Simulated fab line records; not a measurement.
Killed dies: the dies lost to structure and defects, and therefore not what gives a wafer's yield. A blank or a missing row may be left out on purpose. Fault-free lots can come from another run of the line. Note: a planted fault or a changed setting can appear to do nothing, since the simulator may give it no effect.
Comparing a struck lot with a sound one :: flow sky130 :: 36 out of 708 route steps
Sound: the wafers L602.3, L602.4, L602.5. Struck: wafers L594.2, L594.3, L594.5. The cause is given at the end.
At each step with rows: each side's tool, then ch and its chambers, then its first start. Under that, the readings that differ: sound wafers :: struck wafers :: difference of the means :: sigmas: that difference in standard deviations of wafers without a fault.
alike: a reading whose means differ by less than 2 such deviations, as well as words and numbers matching on both sides. not compared: withheld readings; readings where some wafer has no value; bounds like >300 that might hide an equal value; numbers whose values overlap and for which the record gives no deviation.
Wherever a step has rows on one side only, a row that says differs or no value, or a row with sigmas, the two part there. Numbers that don't overlap but have no deviation are shown without sigmas and don't part them. A reading that every wafer of one side lacks parts them only if that side has two wafers or more.

first, 10 steps without rows for these wafers: SKY_GATE_OXIDE_COAT_05 (resist thk 1140 nm); SKY_GATE_OXIDE_SOFTBAKE_06 (time 57.34 s); SKY_GATE_OXIDE_EXPOSE_07 (exposes mask LVOM, target cd 600 nm); SKY_GATE_OXIDE_PEB_08; SKY_GATE_OXIDE_DEVELOP_09 (develop time 60 s); SKY_GATE_OXIDE_IMPLANT_11; SKY_GATE_OXIDE_WET_ETCH_12 (etches SiO2 in dHF, target depth 16.8 nm, time 336 s); SKY_GATE_OXIDE_STRIP_13 (strips in O2/N2); SKY_GATE_OXIDE_CLEAN_15 (cleans in SC1/SC2, time 150 s); SKY_GATE_OXIDE_OXIDATION_16 (stabilise 600 s, purge 300 s, target thk 3.57 nm).
SKY_POLY_GATE_CVD_00: deposits poly-Si, target thk 180 nm, time 720 s.
  sound on lpcvd-01 ch 1, day 20 01:34; struck on lpcvd-01 ch 0, day 17 04:15
  alike: pressure_mtorr, zone_power_bottom_pct, zone_power_lower_pct
then, 24 steps without rows for these wafers: SKY_RES_PROTECT_DEHYDRATE_00 (time 60 s); SKY_RES_PROTECT_HMDS_01 (prime time 60 s); SKY_RES_PROTECT_COAT_02 (resist thk 1140 nm); SKY_RES_PROTECT_SOFTBAKE_03 (time 60 s); SKY_RES_PROTECT_EXPOSE_04 (exposes mask RPM, target cd 1270 nm); SKY_RES_PROTECT_PEB_05; SKY_RES_PROTECT_DEVELOP_06 (develop time 60 s); SKY_POLY_GATE_IMPLANT_02; SKY_RES_PROTECT_STRIP_07 (strips in O2/N2); SKY_RES_PROTECT_CLEAN_09 (cleans in SC1/SC2, time 150 s); SKY_POLY_GATE_CVD_03 (deposits Si3N4 from DCS/NH3, target thk 75 nm, time 1290 s); SKY_POLY_GATE_DEHYDRATE_05 (time 60 s); SKY_POLY_GATE_HMDS_06 (prime time 60 s); SKY_POLY_GATE_COAT_07 (resist thk 110 nm); SKY_POLY_GATE_COAT_08 (resist thk 450 nm); SKY_POLY_GATE_SOFTBAKE_09 (time 90 s); SKY_POLY_GATE_EXPOSE_10 (exposes mask P1M, target cd 150 nm); SKY_POLY_GATE_PEB_11; SKY_POLY_GATE_DEVELOP_12 (develop time 60 s); SKY_POLY_GATE_ETCH_15 (etches BARC in N2/H2, stops on SiO2, time 118.5 s, target depth 110 nm); SKY_POLY_GATE_ETCH_16 (etches Si3N4 in CH3F/O2, stops on poly-Si, time 151.2 s, target depth 75 nm); SKY_POLY_GATE_ETCH_17 (etches poly-Si in HBr/Cl2, stops on SiO2, target depth 180 nm, time 70.5 s); SKY_POLY_GATE_STRIP_18 (strips in O2/N2); SKY_POLY_GATE_CLEAN_19 (cleans in SC1/SC2, time 150 s).
-- a jump in the record: the struck wafers' starts before and after are 31 days apart (it breaks off in module POLY_GATE and resumes in module PAD_OPEN, where the first step shown is number 708 of the route) --
SKY_PAD_OPEN_PROBE_99:
  struck on prober-02, day 48 01:22; sound on prober-02, day 49 20:12
reading: killed_at_front_end
sound: 19 17 10
struck: 44 42 51
difference: +30
sigmas: +7
  alike: killed_at_M0_to_M3, killed_at_M4_up, killed_at_contacts, killed_at_other, killed_dies, killed_open, killed_short

## WHERE THEY PART
At SKY_PAD_OPEN_PROBE_99 and nowhere else, as far as this record goes.

WHY: what had been put in by the simulator
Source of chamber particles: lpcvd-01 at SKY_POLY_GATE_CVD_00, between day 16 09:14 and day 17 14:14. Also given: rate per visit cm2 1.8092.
